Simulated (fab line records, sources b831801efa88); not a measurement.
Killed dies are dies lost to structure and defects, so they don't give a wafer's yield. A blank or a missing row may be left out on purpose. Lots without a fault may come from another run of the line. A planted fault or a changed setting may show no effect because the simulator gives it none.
fab line records | flow gf180mcu
record lots=5 wafers=15 last_day=33
route steps=602 shown M3@411 V3@429
lots that met no fault: from a run of the same line without faults
start_h: hours from the record's first day to the start of the lot's first wafer shown | wait_h: hours since the lot's step before | " the same as in the row above | L1.1+2: a row that stands for several wafers | - no value, or no start given | * or withheld: withheld | < > ~ a bound
route shown NAME@n: a module of which the file shows steps, and the number in the route of the first | usual: mean/standard deviation of fault-free wafers | same: alike in all rows | chamber/n: place in a boat | sites: the reading at each site | _std_site: their standard deviation | _edge_site: outer sites' mean less inner sites' | radius_mm: how far each site lies from the wafer's centre | mask NAME#n: copy n | behind: the tool/chamber that last shaped the wafer | hold: why the lot was held/for how many hours/how that ended | device: the transistor (n, p or np) that didn't switch | end of line: the same wafers' tests at the end of the route | a step without rows: its recipe alone | killed: dies lost to structure and defects at the first sort, not the wafer's yield | map: a wafer's dies, x killed, . not, _ none there
set.NAME: the setting as run; set.NAME@STEP: as run at that earlier step | model.NAME: the simulator's own value behind a step, which no gauge read
lots at some steps of the route; a table a step, a row a wafer
services: from which hour (start_h, from the record's first day; less than 0 if before it) a tool's chamber was out of use, for how many hours, and why
## steps
# step GF_M3_SPUTTER_02
# recipe material=AlCu target_thk_nm=450 power_w=10600 time_s=23.9 chamber_pressure_pa=0.4193
# usual cathode_dc_power_W=10600/1.9 throttle_valve_pct=30.0/1.4
# columns lot.wafer tool chamber start_h wait_h cathode_dc_power_W throttle_valve_pct
L086.1 pvd_sputter-02 - 574.83 0.0 10599 30.8
L086.3 " - " " 10596 29.1
L086.6 " - " " 10598 30.9
L087.1 pvd_sputter-02 - 580.87 0.0 10598 30.5
L087.3 " - " " 10598 29.2
L087.6 " - " " 10600 31.7
L090.1 pvd_sputter-01 - 601.01 0.0 10597 27.5
L090.2 " - " " 10602 28.8
L090.4 " - " " 10601 30.4
L092.1 pvd_sputter-02 - 611.63 0.0 10598 31.0
L092.2 " - " " 10598 30.4
L092.6 " - " " 10602 30.8
L093.1 pvd_sputter-01 - 619.44 0.0 10600 30.5
L093.2 " - " " 10600 27.3
L093.5 " - " " 10601 28.8
# step GF_M3_SPUTTER_03
# recipe material=Ti target_thk_nm=10 substrate_temp_c=300 chamber_pressure_pa=0.3 power_w=3000 time_s=6.7
# usual cathode_dc_power_W=3000.0/0.51 throttle_valve_pct=30.0/1.4
# columns lot.wafer tool chamber start_h wait_h cathode_dc_power_W throttle_valve_pct
L086.1 pvd_sputter-02 - 574.86 0.0 2999.8 30.8
L086.3 " - " " 3000.6 29.2
L086.6 " - " " 2999.6 31.0
L087.1 pvd_sputter-02 - 580.90 0.0 2999.9 30.4
L087.3 " - " " 2999.6 29.0
L087.6 " - " " 2999.8 31.7
L090.1 pvd_sputter-01 - 601.04 0.0 3000.3 27.4
L090.2 " - " " 3000.3 28.8
L090.4 " - " " 3000.8 30.3
L092.1 pvd_sputter-02 - 611.66 0.0 2999.5 31.2
L092.2 " - " " 2999.6 30.4
L092.6 " - " " 3000.1 30.8
L093.1 pvd_sputter-01 - 619.47 0.0 2999.8 30.7
L093.2 " - " " 3000.2 27.5
L093.5 " - " " 3000.0 28.8
# step GF_M3_SPUTTER_04
# recipe material=TiN target_thk_nm=50 power_w=6500 time_s=41.7 chamber_pressure_pa=0.4
# usual cathode_dc_power_W=6499.9/1.2 throttle_valve_pct=30.0/1.4
# columns lot.wafer tool chamber start_h wait_h cathode_dc_power_W throttle_valve_pct
L086.1 pvd_sputter-02 - 574.88 0.0 6499.2 30.6
L086.3 " - " " 6499.8 29.1
L086.6 " - " " 6499.7 31.1
L087.1 pvd_sputter-02 - 580.93 0.0 6499.9 30.3
L087.3 " - " " 6497.5 29.4
L087.6 " - " " 6500.8 31.9
L090.1 pvd_sputter-01 - 601.06 0.0 6498.9 27.4
L090.2 " - " " 6501.8 28.8
L090.4 " - " " 6500.3 30.4
L092.1 pvd_sputter-02 - 611.68 0.0 6499.7 30.8
L092.2 " - " " 6499.1 30.4
L092.6 " - " " 6498.8 30.8
L093.1 pvd_sputter-01 - 619.49 0.0 6499.6 30.3
L093.2 " - " " 6500.0 27.6
L093.5 " - " " 6499.3 28.7
# step GF_M3_RS_MEAS_05
# recipe thk_meas_gauge=four-point-probe reads=TiN_of_M3_SPUTTER_04+Ti_of_M3_SPUTTER_03+AlCu_of_M3_SPUTTER_02+TiN_of_M3_SPUTTER_01+Ti_of_M3_SPUTTER_00
# usual M3_ALCU_RS=0.0706/0.00097
# columns lot.wafer tool chamber start_h wait_h M3_ALCU_RS[ohm/sq]
L086.1 film_metro-04 - 574.92 0.0 0.0716
L086.3 " - " " 0.0718
L086.6 " - " " 0.0722
L087.1 film_metro-02 - 580.97 0.0 0.0710
L087.3 " - " " 0.0721
L087.6 " - " " 0.0717
L090.1 film_metro-04 - 601.10 0.0 0.0709
L090.2 " - " " 0.0693
L090.4 " - " " 0.0711
L092.1 film_metro-02 - 611.72 0.0 0.0711
L092.2 " - " " 0.0707
L092.6 " - " " 0.0713
L093.1 film_metro-04 - 619.53 0.0 0.0703
L093.2 " - " " 0.0689
L093.5 " - " " 0.0687
# step GF_M3_THK_MEAS_06
# recipe thk_meas_gauge=xrf reads=AlCu_of_M3_SPUTTER_02
# usual M3_ALCU_THK=441/5.8
# columns lot.wafer tool chamber start_h wait_h M3_ALCU_THK[nm]
L086.1 film_metro-04 - 575.04 0.1 438
L086.3 " - " " 436
L086.6 " - " " 434
L087.1 film_metro-02 - 581.09 0.1 440
L087.3 " - " " 434
L087.6 " - " " 434
L090.1 film_metro-04 - 601.22 0.1 441
L090.2 " - " " 451
L090.4 " - " " 439
L092.1 film_metro-02 - 611.84 0.1 442
L092.2 " - " " 443
L092.6 " - " " 440
L093.1 film_metro-04 - 619.65 0.1 444
L093.2 " - " " 453
L093.5 " - " " 453
# step GF_M3_DEHYDRATE_07
# recipe temp_c=200 time_s=60
# columns lot.wafer tool chamber start_h wait_h
L086.1+3+6 litho_track-03 0 584.54 9.5
L087.1+3+6 litho_track-01 0 590.80 9.7
L090.1+2+4 litho_track-03 0 610.99 9.8
L092.1+2+6 litho_track-03 0 621.74 9.9
L093.1+2+5 litho_track-03 0 628.94 9.3
# step GF_M3_HMDS_08
# recipe prime_time_s=60 prime_temp_c=120
# columns lot.wafer tool chamber start_h wait_h
L086.1+3+6 litho_track-03 0 584.69 0.1
L087.1+3+6 litho_track-01 0 590.95 0.1
L090.1+2+4 litho_track-03 0 611.14 0.1
L092.1+2+6 litho_track-03 0 621.89 0.1
L093.1+2+5 litho_track-03 0 629.09 0.1
# step GF_M3_COAT_09
# recipe resist=KrF spin_rpm=withheld resist_thk_nm=1000
# columns lot.wafer tool chamber start_h wait_h
L086.1+3+6 litho_track-03 0 584.84 0.1
L087.1+3+6 litho_track-01 0 591.10 0.1
L090.1+2+4 litho_track-03 0 611.29 0.1
L092.1+2+6 litho_track-03 0 622.04 0.1
L093.1+2+5 litho_track-03 0 629.24 0.1
# step GF_M3_SOFTBAKE_10
# recipe temp_c=130 time_s=60 resist=KrF
# columns lot.wafer tool chamber start_h wait_h
L086.1+3+6 litho_track-03 0 584.99 0.1
L087.1+3+6 litho_track-01 0 591.25 0.1
L090.1+2+4 litho_track-03 0 611.44 0.1
L092.1+2+6 litho_track-03 0 622.19 0.1
L093.1+2+5 litho_track-03 0 629.39 0.1
# step GF_M3_EXPOSE_11
# recipe mask_id=Metal3 target_cd_nm=280 na=0.68 source_shape=conventional sigma_outer=0.6 dose_mj=28
# columns lot.wafer tool chamber start_h wait_h mask
L086.1+3+6 krf_scanner-01 0 - - Metal3#0
L087.1+3+6 krf_scanner-01 0 - - Metal3#0
L090.1+2+4 krf_scanner-01 0 - - Metal3#0
L092.1+2+6 krf_scanner-01 0 - - Metal3#0
L093.1+2+5 krf_scanner-02 0 - - Metal3#0
# step GF_M3_PEB_12
# recipe peb_temp_c=135 peb_time_s=90 resist=KrF
# columns lot.wafer tool chamber start_h wait_h
L086.1+3+6 litho_track-03 0 - -
L087.1+3+6 litho_track-04 0 - -
L090.1+2+4 litho_track-03 0 - -
L092.1+2+6 litho_track-01 0 - -
L093.1+2+5 litho_track-04 0 - -
# step GF_M3_DEVELOP_13
# recipe develop_time_s=60 dev_temp_c=21
# columns lot.wafer tool chamber start_h wait_h
L086.1+3+6 litho_track-03 0 595.64 0.2
L087.1+3+6 litho_track-04 0 601.63 0.2
L090.1+2+4 litho_track-03 0 621.59 0.2
L092.1+2+6 litho_track-01 0 631.80 0.2
L093.1+2+5 litho_track-04 0 639.23 0.2
# step GF_M3_CD_MEAS_14
# recipe target_cd_nm=280
# usual cd_nm=279.7/1.1
# columns lot.wafer tool chamber start_h wait_h cd_nm
L086.1 cd_sem-01 - 595.79 0.1 280.4
L086.3 " - " " 280.2
L086.6 " - " " 280.4
L087.1 cd_sem-01 - 601.78 0.1 280.0
L087.3 " - " " 280.1
L087.6 " - " " 278.6
L090.1 cd_sem-02 - 621.74 0.1 279.7
L090.2 " - " " 278.5
L090.4 " - " " 279.4
L092.1 cd_sem-01 - 631.95 0.1 281.0
L092.2 " - " " 281.4
L092.6 " - " " 282.0
L093.1 cd_sem-01 - 639.38 0.1 280.8
L093.2 " - " " 279.2
L093.5 " - " " 280.0
# step GF_M3_OVL_MEAS_15
# usual M3_OVL=2/4.6
# columns lot.wafer tool chamber start_h wait_h M3_OVL[nm]
L086.1 overlay-02 - 595.91 0.1 4
L086.3 " - " " 7
L086.6 " - " " 2
L087.1 overlay-02 - 601.90 0.1 3
L087.3 " - " " 7
L087.6 " - " " -4
L090.1 overlay-02 - 621.86 0.1 1
L090.2 " - " " 4
L090.4 " - " " 2
L092.1 overlay-01 - 632.07 0.1 -1
L092.2 " - " " -1
L092.6 " - " " 2
L093.1 overlay-02 - 639.50 0.1 5
L093.2 " - " " 6
L093.5 " - " " 0
# step GF_M3_METAL_ETCH_16
# recipe chemistry=Cl2/BCl3 mask_material=KrF target_depth_nm=627.5 stop_on=SiO2 pressure_mtorr=8 icp_w=800 bias_w=140 Cl2_flow_sccm=80 bcl3_flow_sccm=40 time_s=104.6
# usual drypump_motor_current_A=5.6/0.36 oes_product_au=0.968/0.0076 throttle_valve_pct=28.255/0.013
# columns lot.wafer tool chamber start_h wait_h drypump_motor_current_A oes_product_au rf_hours_counter_h throttle_valve_pct
L086.1 rie_metal-02 0 595.95 0.0 5.1 0.959 8.5 28.253
L086.3 " 0 " " 5.1 0.963 - 28.245
L086.6 " 0 " " 5.1 0.957 - 28.273
L087.1 rie_metal-04 1 601.94 0.0 5.3 0.961 9.1 28.275
L087.3 " 0 " " 5.7 0.959 - 28.248
L087.6 " 0 " " 5.8 0.958 - 28.259
L090.1 rie_metal-04 0 621.90 0.0 5.7 0.963 6.4 28.257
L090.2 " 1 " " 5.3 0.977 9.6 28.238
L090.4 " 1 " " 5.3 0.964 - 28.241
L092.1 rie_metal-03 1 632.11 0.0 5.5 0.963 6.4 28.260
L092.2 " 0 " " 6.3 0.962 10.7 28.256
L092.6 " 1 " " 5.5 0.957 - 28.277
L093.1 rie_metal-03 1 639.54 0.0 5.5 0.966 6.6 28.244
L093.2 " 0 " " 6.3 0.986 10.9 28.228
L093.5 " 1 " " 5.5 0.981 - 28.225
# step GF_M3_STRIP_17
# recipe chemistry=O2/N2 power_w=1400 pressure_mtorr=1500 platen_temp_c=250 o2_flow_sccm=3000 n2_flow_sccm=300 overash_fraction=0.5
# usual drypump_motor_current_A=5.6/0.54 heater_power_w=331/30 oes_product_au=0.556/0.0053 strip_time_to_endpoint_s=7.82/0.061
# columns lot.wafer tool chamber start_h wait_h drypump_motor_current_A heater_power_w oes_product_au rf_hours_counter_h strip_time_to_endpoint_s
L086.1 plasma_asher-02 1 596.06 0.1 5.7 362 0.559 50 7.84
L086.3 " 0 " " 5.3 338 0.552 - 7.85
L086.6 " 1 " " 5.7 360 0.552 - 7.85
L087.1 plasma_asher-02 0 602.05 0.1 5.4 343 0.555 50 7.77
L087.3 " 1 " " 5.7 350 0.556 - 7.85
L087.6 " 0 " " 5.3 356 0.563 - 7.87
L090.1 plasma_asher-03 0 622.01 0.1 5.5 281 0.561 23 7.91
L090.2 " 1 " " 6.3 327 0.557 23 7.80
L090.4 " 0 " " 5.5 278 0.553 - 7.80
L092.1 plasma_asher-01 1 632.22 0.1 6.0 326 0.554 84 7.84
L092.2 " 0 " " 4.7 359 0.556 84 7.78
L092.6 " 1 " " 6.0 325 0.557 - 7.85
L093.1 plasma_asher-03 0 639.65 0.1 5.5 278 0.550 24 7.84
L093.2 " 1 " " 6.4 330 0.554 24 7.79
L093.5 " 1 " " 6.4 336 0.560 - 7.87
# step GF_M3_STRIP_18
# recipe chemistry=post_etch_residue_remover time_s=1200 temp_c=72.5
# usual temp_c=72.49/0.13
# columns lot.wafer tool chamber start_h wait_h temp_c
L086.1 wet_bench-04 3 596.16 0.1 72.19
L086.3 " 3 " " 72.38
L086.6 " 3 " " 72.27
L087.1 wet_bench-01 3 602.15 0.1 72.57
L087.3 " 3 " " 72.47
L087.6 " 3 " " 72.39
L090.1 wet_bench-01 3 622.11 0.1 72.68
L090.2 " 3 " " 72.60
L090.4 " 3 " " 72.40
L092.1 wet_bench-04 3 632.32 0.1 72.38
L092.2 " 3 " " 72.39
L092.6 " 3 " " 72.63
L093.1 wet_bench-01 0 639.75 0.1 72.61
L093.2 " 0 " " 72.59
L093.5 " 0 " " 72.40
# step GF_M3_CLEAN_19
# recipe chemistry=DIW dry=n2_spin
# columns lot.wafer tool chamber start_h wait_h
L086.1+3+6 wet_bench-02 2 596.50 0.0
L087.1+3+6 wet_bench-02 2 602.60 0.0
L090.1+2+4 wet_bench-04 0 622.45 0.0
L092.1+2+6 wet_bench-02 3 632.66 0.0
L093.1+2+5 wet_bench-04 1 640.09 0.0
# step GF_V3_CVD_00
# recipe material=SiO2 target_thk_nm=600 sigma_open_frac=0.3 temp_c=400 time_s=100 sih4_flow_sccm=60 pressure_mtorr=6
# columns lot.wafer tool chamber start_h wait_h
L086.1+3+6 hdpcvd-02 0,2,2 596.60 0.0
L087.1+3+6 hdpcvd-01 2,0,1 602.70 0.0
L090.1+2+4 hdpcvd-02 2,1,1 622.54 0.0
L092.1+2+6 hdpcvd-02 2,1,0 632.75 0.0
L093.1+2+5 hdpcvd-02 2,1,0 640.18 0.0
# step GF_V3_THK_MEAS_01
# recipe reads=SiO2_of_V3_CVD_00
# usual V3_CVD_00_THK=606/5.8
# columns lot.wafer tool chamber start_h wait_h V3_CVD_00_THK[nm]
L086.1 film_metro-02 - 596.68 0.0 606
L086.3 " - " " 612
L086.6 " - " " 611
L087.1 film_metro-03 - 602.77 0.0 610
L087.3 " - " " 608
L087.6 " - " " 599
L090.1 film_metro-01 - 622.62 0.0 612
L090.2 " - " " 612
L090.4 " - " " 611
L092.1 film_metro-02 - 632.83 0.0 605
L092.2 " - " " 598
L092.6 " - " " 599
L093.1 film_metro-02 - 640.26 0.0 606
L093.2 " - " " 610
L093.5 " - " " 608
# step GF_V3_CVD_02
# recipe material=SiO2 target_thk_nm=850 precursor=TEOS temp_c=400 time_s=94.851 rf_w=600
# usual heater_power_w=675/110
# columns lot.wafer tool chamber start_h wait_h heater_power_w
L086.1 pecvd-03 0 596.74 0.1 761
L086.3 " 1 " " 723
L086.6 " 0 " " 834
L087.1 pecvd-03 2 602.83 0.1 592
L087.3 " 0 " " 863
L087.6 " 2 " " 630
L090.1 pecvd-03 1 622.68 0.1 810
L090.2 " 0 " " 774
L090.4 " 2 " " 577
L092.1 pecvd-03 1 632.89 0.1 789
L092.2 " 2 " " 521
L092.6 " 1 " " 646
L093.1 pecvd-01 1 640.32 0.1 541
L093.2 " 2 " " 637
L093.5 " 1 " " 578
# step GF_V3_THK_MEAS_03
# recipe reads=SiO2_of_V3_CVD_02
# usual V3_CVD_02_THK=853/12
# columns lot.wafer tool chamber start_h wait_h V3_CVD_02_THK[nm]
L086.1 film_metro-01 - 596.80 0.0 841
L086.3 " - " " 833
L086.6 " - " " 860
L087.1 film_metro-02 - 602.90 0.0 846
L087.3 " - " " 845
L087.6 " - " " 872
L090.1 film_metro-02 - 622.75 0.0 838
L090.2 " - " " 856
L090.4 " - " " 861
L092.1 film_metro-02 - 632.95 0.0 862
L092.2 " - " " 848
L092.6 " - " " 858
L093.1 film_metro-03 - 640.39 0.0 840
L093.2 " - " " 853
L093.5 " - " " 862
# step GF_V3_CMP_04
# recipe material=SiO2 down_force_psi=4 platen_rpm=60 pad_velocity_m_s=0.94248
# usual motor_current_A=11.8/0.86 slurry_filter_dp_kPa=13.50/0.14 time_to_endpoint_s=82/6.8
# columns lot.wafer tool chamber start_h wait_h motor_current_A slurry_filter_dp_kPa time_to_endpoint_s
L086.3 cmp-01 2 596.86 0.0 13.0 13.24 84
L086.1 " 3 " " 11.3 13.34 75
L086.6 " 3 " " 11.4 13.74 83
L087.3 cmp-02 3 602.96 0.0 12.5 13.51 77
L087.1 " 1 " " 10.7 13.51 82
L087.6 " 0 " " 12.1 13.37 88
L090.2 cmp-02 2 622.81 0.0 11.5 13.31 84
L090.1 " 0 " " 12.8 13.51 73
L090.4 " 1 " " 10.4 13.42 87
L092.2 cmp-01 3 633.01 0.0 11.6 13.71 81
L092.1 " 1 " " 11.5 13.38 83
L092.6 " 3 " " 11.9 13.34 87
L093.2 cmp-02 0 640.45 0.0 12.6 13.32 82
L093.1 " 1 " " 11.2 13.63 82
L093.5 " 0 " " 12.0 13.34 84
# step GF_V3_BOW_MEAS_05
# recipe mode=bow
# usual V3_BOW=118/8
# columns lot.wafer tool chamber start_h wait_h V3_BOW[um]
L086.1 film_metro-03 - 597.16 0.2 120
L086.3 " - " " 128
L086.6 " - " " 114
L087.1 film_metro-02 - 603.26 0.1 116
L087.3 " - " " 114
L087.6 " - " " 122
L090.1 film_metro-02 - 623.11 0.1 122
L090.2 " - " " 119
L090.4 " - " " 120
L092.1 film_metro-01 - 633.31 0.1 116
L092.2 " - " " 119
L092.6 " - " " 132
L093.1 film_metro-01 - 640.75 0.2 115
L093.2 " - " " 118
L093.5 " - " " 124
# step GF_V3_DEHYDRATE_06
# recipe temp_c=200 time_s=60
# columns lot.wafer tool chamber start_h wait_h
L086.1+3+6 litho_track-03 0 606.89 9.7
L087.1+3+6 litho_track-03 0 612.89 9.6
L090.1+2+4 litho_track-02 0 632.62 9.5
L092.1+2+6 litho_track-02 0 643.22 9.9
L093.1+2+5 litho_track-04 0 650.78 10.0
# step GF_V3_HMDS_07
# recipe prime_time_s=60 prime_temp_c=120
# columns lot.wafer tool chamber start_h wait_h
L086.1+3+6 litho_track-03 0 607.04 0.1
L087.1+3+6 litho_track-03 0 613.04 0.1
L090.1+2+4 litho_track-02 0 632.77 0.1
L092.1+2+6 litho_track-02 0 643.37 0.1
L093.1+2+5 litho_track-04 0 650.93 0.1
# step GF_V3_COAT_08
# recipe resist=BARC temp_c=withheld time_s=withheld spin_rpm=withheld resist_thk_nm=withheld
# columns lot.wafer tool chamber start_h wait_h
L086.1+3+6 litho_track-03 0 607.19 0.1
L087.1+3+6 litho_track-03 0 613.19 0.1
L090.1+2+4 litho_track-02 0 632.92 0.1
L092.1+2+6 litho_track-02 0 643.52 0.1
L093.1+2+5 litho_track-04 0 651.08 0.1
# step GF_V3_COAT_09
# recipe resist=KrF spin_rpm=withheld resist_thk_nm=1000
# columns lot.wafer tool chamber start_h wait_h
L086.1+3+6 litho_track-03 0 - -
L087.1+3+6 litho_track-03 0 - -
L090.1+2+4 litho_track-02 0 - -
L092.1+2+6 litho_track-02 0 - -
L093.1+2+5 litho_track-04 0 - -
# step GF_V3_SOFTBAKE_10
# recipe temp_c=130 time_s=60 resist=KrF
# columns lot.wafer tool chamber start_h wait_h
L086.1+3+6 litho_track-03 0 - -
L087.1+3+6 litho_track-03 0 - -
L090.1+2+4 litho_track-02 0 - -
L092.1+2+6 litho_track-02 0 - -
L093.1+2+5 litho_track-04 0 - -
# step GF_V3_EXPOSE_11
# recipe mask_id=Via3 target_cd_nm=260 na=0.68 source_shape=conventional sigma_outer=0.6 dose_mj=38
# columns lot.wafer tool chamber start_h wait_h mask
L086.1+3+6 krf_scanner-01 0 - - Via3#0
L087.1+3+6 krf_scanner-01 0 - - Via3#0
L090.1+2+4 krf_scanner-02 0 - - Via3#0
L092.1+2+6 krf_scanner-01 0 - - Via3#0
L093.1+2+5 krf_scanner-02 0 - - Via3#0
# step GF_V3_PEB_12
# recipe peb_temp_c=135 peb_time_s=90 resist=KrF
# columns lot.wafer tool chamber start_h wait_h
L086.1+3+6 litho_track-03 0 - -
L087.1+3+6 litho_track-03 0 - -
L090.1+2+4 litho_track-04 0 - -
L092.1+2+6 litho_track-02 0 - -
L093.1+2+5 litho_track-03 0 - -
# step GF_V3_DEVELOP_13
# recipe develop_time_s=60 resist=KrF dev_temp_c=21
# columns lot.wafer tool chamber start_h wait_h
L086.1+3+6 litho_track-03 0 617.89 0.2
L087.1+3+6 litho_track-03 0 623.49 0.2
L090.1+2+4 litho_track-04 0 643.43 0.2
L092.1+2+6 litho_track-02 0 653.12 0.2
L093.1+2+5 litho_track-03 0 660.94 0.2
# step GF_V3_CD_MEAS_14
# recipe target_cd_nm=260
# usual cd_nm=259.9/1.3
# columns lot.wafer tool chamber start_h wait_h cd_nm
L086.1 cd_sem-01 - 618.04 0.1 257.9
L086.3 " - " " 258.4
L086.6 " - " " 257.9
L087.1 cd_sem-02 - 623.64 0.1 260.5
L087.3 " - " " 261.3
L087.6 " - " " 260.6
L090.1 cd_sem-01 - 643.58 0.1 260.9
L090.2 " - " " 260.4
L090.4 " - " " 259.6
L092.1 cd_sem-01 - 653.27 0.1 260.8
L092.2 " - " " 259.6
L092.6 " - " " 259.9
L093.1 cd_sem-01 - 661.09 0.1 258.9
L093.2 " - " " 259.2
L093.5 " - " " 259.1
# step GF_V3_OVL_MEAS_15
# usual V3_OVL=1/5.4
# columns lot.wafer tool chamber start_h wait_h V3_OVL[nm]
L086.1 overlay-01 - 618.16 0.1 -4
L086.3 " - " " -8
L086.6 " - " " -3
L087.1 overlay-01 - 623.76 0.1 0
L087.3 " - " " 1
L087.6 " - " " -1
L090.1 overlay-02 - 643.70 0.1 -1
L090.2 " - " " 2
L090.4 " - " " 6
L092.1 overlay-02 - 653.39 0.1 2
L092.2 " - " " 0
L092.6 " - " " 2
L093.1 overlay-02 - 661.21 0.1 -6
L093.2 " - " " -5
L093.5 " - " " -16
# step GF_V3_ETCH_16
# recipe chemistry=N2/H2 target_depth_a=withheld overetch_a=withheld time_s=withheld target=BARC ion_energy_ev=200 source_w=500 bias_w=100 pressure_mtorr=30 n2_flow_sccm=100 h2_flow_sccm=200
# usual drypump_motor_current_A=5.7/0.44 oes_product_au=0.855/0.0044 throttle_valve_pct=13.224/0.0089
# columns lot.wafer tool chamber start_h wait_h drypump_motor_current_A oes_product_au throttle_valve_pct
L086.1 rie_diel-01 0 618.20 0.0 5.5 0.854 13.228
L086.3 " 3 " " 6.5 0.860 13.220
L086.6 " 2 " " 6.3 0.856 13.212
L087.1 rie_diel-01 2 623.80 0.0 6.3 0.859 13.213
L087.3 " 0 " " 5.4 0.859 13.217
L087.6 " 2 " " 6.3 0.851 13.236
L090.1 rie_diel-03 1 643.74 0.0 5.0 0.853 13.225
L090.2 " 2 " " 5.8 0.855 13.243
L090.4 " 2 " " 5.8 0.847 13.221
L092.1 rie_diel-03 3 653.43 0.0 5.7 0.854 13.222
L092.2 " 2 " " 5.8 0.865 13.214
L092.6 " 3 " " 5.7 0.855 13.225
L093.1 rie_diel-01 2 661.25 0.0 6.3 0.857 13.225
L093.2 " 3 " " 6.5 0.853 13.218
L093.5 " 3 " " 6.5 0.861 13.232
# step GF_V3_ETCH_17
# recipe chemistry=C4F8/O2/Ar mask_material=KrF target=SiO2 stop_on=TiN source_w=1500 bias_w=1200 pressure_mtorr=40 c4f8_flow_sccm=withheld O2_flow_sccm=6 Ar_flow_sccm=300 time_s=withheld target_depth_a=6350
# usual oes_product_au=0.856/0.0048
# columns lot.wafer tool chamber start_h wait_h oes_product_au
L086.1 rie_diel-01 0 - - 0.842
L086.3 " 3 " " 0.855
L086.6 " 2 " " 0.864
L087.1 rie_diel-01 2 - - 0.854
L087.3 " 0 " " 0.853
L087.6 " 2 " " 0.852
L090.1 rie_diel-03 1 - - 0.864
L090.2 " 2 " " 0.855
L090.4 " 2 " " 0.858
L092.1 rie_diel-03 3 - - 0.857
L092.2 " 2 " " 0.852
L092.6 " 3 " " 0.863
L093.1 rie_diel-01 2 - - 0.854
L093.2 " 3 " " 0.850
L093.5 " 3 " " 0.855
# step GF_V3_STRIP_18
# recipe chemistry=O2/N2 power_w=1400 pressure_mtorr=1500 platen_temp_c=250 o2_flow_sccm=3000 n2_flow_sccm=300 overash_fraction=0.5
# usual drypump_motor_current_A=5.6/0.58 heater_power_w=331/26 oes_product_au=0.592/0.0048
# columns lot.wafer tool chamber start_h wait_h drypump_motor_current_A heater_power_w oes_product_au rf_hours_counter_h
L086.1 plasma_asher-01 1 618.33 - 6.0 324 0.588 82
L086.3 " 0 " " 4.7 370 0.589 -
L086.6 " 1 " " 6.0 331 0.593 -
L087.1 plasma_asher-01 1 623.93 - 6.0 316 0.588 83
L087.3 " 0 " " 4.7 371 0.593 -
L087.6 " 0 " " 4.7 364 0.607 -
L090.1 plasma_asher-04 0 643.87 - 5.3 321 0.589 94
L090.2 " 1 " " 6.1 337 0.585 94
L090.4 " 1 " " 6.1 337 0.588 -
L092.1 plasma_asher-03 1 653.56 - 6.3 339 0.598 26
L092.2 " 0 " " 5.5 273 0.590 26
L092.6 " 0 " " 5.6 272 0.594 -
L093.1 plasma_asher-01 1 661.38 - 6.0 318 0.595 87
L093.2 " 0 " " 4.7 372 0.596 87
L093.5 " 0 " " 4.7 359 0.591 -
# step GF_V3_STRIP_19
# recipe chemistry=post_etch_residue_remover time_s=1200 temp_c=72.5
# usual temp_c=72.52/0.12
# columns lot.wafer tool chamber start_h wait_h temp_c
L086.1 wet_bench-03 1 618.43 0.1 72.47
L086.3 " 1 " " 72.38
L086.6 " 1 " " 72.72
L087.1 wet_bench-01 1 624.03 0.1 72.46
L087.3 " 1 " " 72.70
L087.6 " 1 " " 72.55
L090.1 wet_bench-04 3 643.97 0.1 72.46
L090.2 " 3 " " 72.57
L090.4 " 3 " " 72.56
L092.1 wet_bench-04 3 653.66 0.1 72.38
L092.2 " 3 " " 72.46
L092.6 " 3 " " 72.38
L093.1 wet_bench-01 2 661.48 0.1 72.53
L093.2 " 2 " " 72.50
L093.5 " 2 " " 72.59
# step GF_V3_CLEAN_20
# recipe chemistry=DIW dry=n2_spin
# columns lot.wafer tool chamber start_h wait_h
L086.1+3+6 wet_bench-04 2 618.80 0.0
L087.1+3+6 wet_bench-04 2 624.37 0.0
L090.1+2+4 wet_bench-03 3 644.31 0.0
L092.1+2+6 wet_bench-01 2 654.00 0.0
L093.1+2+5 wet_bench-04 2 661.82 0.0
# step GF_V3_SPUTTER_21
# recipe material=Ti target_thk_nm=15 chamber_pressure_pa=5 power_w=2500 substrate_temp_c=200 time_s=83.89
# usual cathode_dc_power_W=2499.9/0.47 throttle_valve_pct=29.9/1.2
# columns lot.wafer tool chamber start_h wait_h cathode_dc_power_W throttle_valve_pct
L086.1 pvd_sputter-04 - 618.89 0.0 2500.1 30.1
L086.3 " - " " 2499.6 31.1
L086.6 " - " " 2499.8 30.0
L087.1 pvd_sputter-03 - 624.46 0.0 2499.5 30.4
L087.3 " - " " 2499.9 28.4
L087.6 " - " " 2499.8 28.4
L090.1 pvd_sputter-04 - 644.40 0.0 2499.4 29.9
L090.2 " - " " 2500.0 31.1
L090.4 " - " " 2499.8 30.2
L092.1 pvd_sputter-01 - 654.09 0.0 2499.9 30.4
L092.2 " - " " 2500.6 28.7
L092.6 " - " " 2499.9 27.6
L093.1 pvd_sputter-03 - 661.92 0.0 2499.5 28.5
L093.2 " - " " 2501.3 30.0
L093.5 " - " " 2499.3 30.3
# step GF_V3_SPUTTER_22
# recipe material=TiN target_thk_nm=10 chamber_pressure_pa=5 power_w=4000 time_s=40
# usual cathode_dc_power_W=4000.0/0.69 throttle_valve_pct=29.9/1.2
# columns lot.wafer tool chamber start_h wait_h cathode_dc_power_W throttle_valve_pct
L086.1 pvd_sputter-04 - 618.96 0.0 3999.8 29.8
L086.3 " - " " 4002.2 31.2
L086.6 " - " " 3999.6 29.7
L087.1 pvd_sputter-03 - 624.52 0.0 3999.8 30.7
L087.3 " - " " 4000.6 28.5
L087.6 " - " " 3999.7 28.6
L090.1 pvd_sputter-04 - 644.46 0.0 4000.1 29.9
L090.2 " - " " 4000.4 30.8
L090.4 " - " " 4000.4 30.0
L092.1 pvd_sputter-01 - 654.15 0.0 4000.0 30.7
L092.2 " - " " 4001.2 28.8
L092.6 " - " " 3999.2 27.3
L093.1 pvd_sputter-03 - 661.98 0.0 4000.0 28.4
L093.2 " - " " 3999.9 29.9
L093.5 " - " " 4000.0 29.9
## services
# columns tool chamber start_h hours kind
rie_diel-03 - 552.64 1.1 repair
cmp-02 - 557.35 7.1 pm
plasma_asher-02 - 557.43 28.9 repair
rie_diel-01 - 562.96 0.7 repair
wet_bench-03 - 564.67 1.9 pm
cmp-01 - 572.00 4.0 pm
krf_scanner-01 - 579.26 1.0 pm
hdpcvd-02 - 580.23 0.3 repair
krf_scanner-01 - 584.36 0.5 repair
rie_diel-03 0 589.89 6.6 repair
rie_metal-03 - 596.79 0.4 repair
cmp-02 - 610.64 2.9 repair
cmp-02 - 617.11 1.2 repair
plasma_asher-02 - 623.36 1.4 repair
cmp-02 - 625.94 2.0 repair
krf_scanner-02 - 631.91 1.3 pm
cmp-01 - 632.52 0.4 repair
wet_bench-02 - 638.09 8.6 repair
rie_diel-03 0 642.57 4.0 repair
krf_scanner-02 - 645.05 1.0 pm
wet_bench-02 - 646.67 1.9 pm
pecvd-03 - 648.62 1.8 repair
krf_scanner-01 - 655.90 1.3 pm
krf_scanner-01 - 659.89 0.8 pm
## key
fault none
